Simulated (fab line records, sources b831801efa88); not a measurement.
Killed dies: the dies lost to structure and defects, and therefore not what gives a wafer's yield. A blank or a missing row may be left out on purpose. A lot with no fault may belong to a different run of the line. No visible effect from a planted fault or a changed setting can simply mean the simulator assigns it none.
Chamber matching + flow gf180mcu + GF_V1_ETCH_16 on rieDiel-03 has 4 sister chambers
The step etches BARC in N2/H2. 8 wafers are shown with their chamber, then 8 later ones without.

## WAFERS WITH THEIR CHAMBER
| wafer  | chamber | drypumpMotorCurrentA (A) | rfFwdPowerW (W) |
|--------|---------|--------------------------|-----------------|
| L080.4 | 2       | 5.4                      | 494.8           |
| L086.3 | 2       | 5.4                      | 495.6           |
| L086.4 | 1       | 6.7                      | 493.9           |
| L089.4 | 0       | 4.8                      | 494.4           |
| L089.5 | 0       | 4.7                      | 493.7           |
| L090.1 | 1       | 6.8                      | 496.2           |
| L090.5 | 3       | 5.1                      | 492.7           |
| L092.1 | 3       | 5.1                      | 492.7           |

## WAFERS WITHOUT THEIR CHAMBER
| wafer  | drypumpMotorCurrentA (A) | rfFwdPowerW (W) |
|--------|--------------------------|-----------------|
| L092.2 | 6.8                      | 494.9           |
| L092.6 | 5.4                      | 494.1           |
| L096.1 | 5.3                      | 494.3           |
| L096.2 | 4.8                      | 494.6           |
| L096.6 | 5.4                      | 493.4           |
| L097.1 | 4.8                      | 496.2           |
| L097.2 | 5.3                      | 493.6           |
| L097.4 | 6.7                      | 495.0           |

## WHICH CHAMBER EACH ONE RAN IN
| wafer  | from the rows above     | in truth |
|--------|-------------------------|----------|
| L092.2 | 1                       | 1        |
| L092.6 | 2                       | 2        |
| L096.1 | 2                       | 2        |
| L096.2 | 0                       | 0        |
| L096.6 | 2                       | 2        |
| L097.1 | 0                       | 0        |
| L097.2 | can't be placed: 2 or 3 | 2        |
| L097.4 | 1                       | 1        |
7 of 8 placed correctly. These rows do not allow placing 1 (true chamber among the candidates in 1). 0 placed wrongly.
How it was worked out, from the rows above alone: a wafer's distance from a chamber is the root of the sum, over the readings, of the square of ((its reading less the chamber's mean) divided by the reading's scatter). If the next closest chamber is less than 2 further off than the closest, the wafer can't be placed; otherwise it belongs to the closest. The mean given for a chamber averages the wafers shown for that chamber. The scatter: take each reading less its chamber's mean, square it, sum over the shown wafers, divide by the number of wafers less the number of chambers, and take the root.
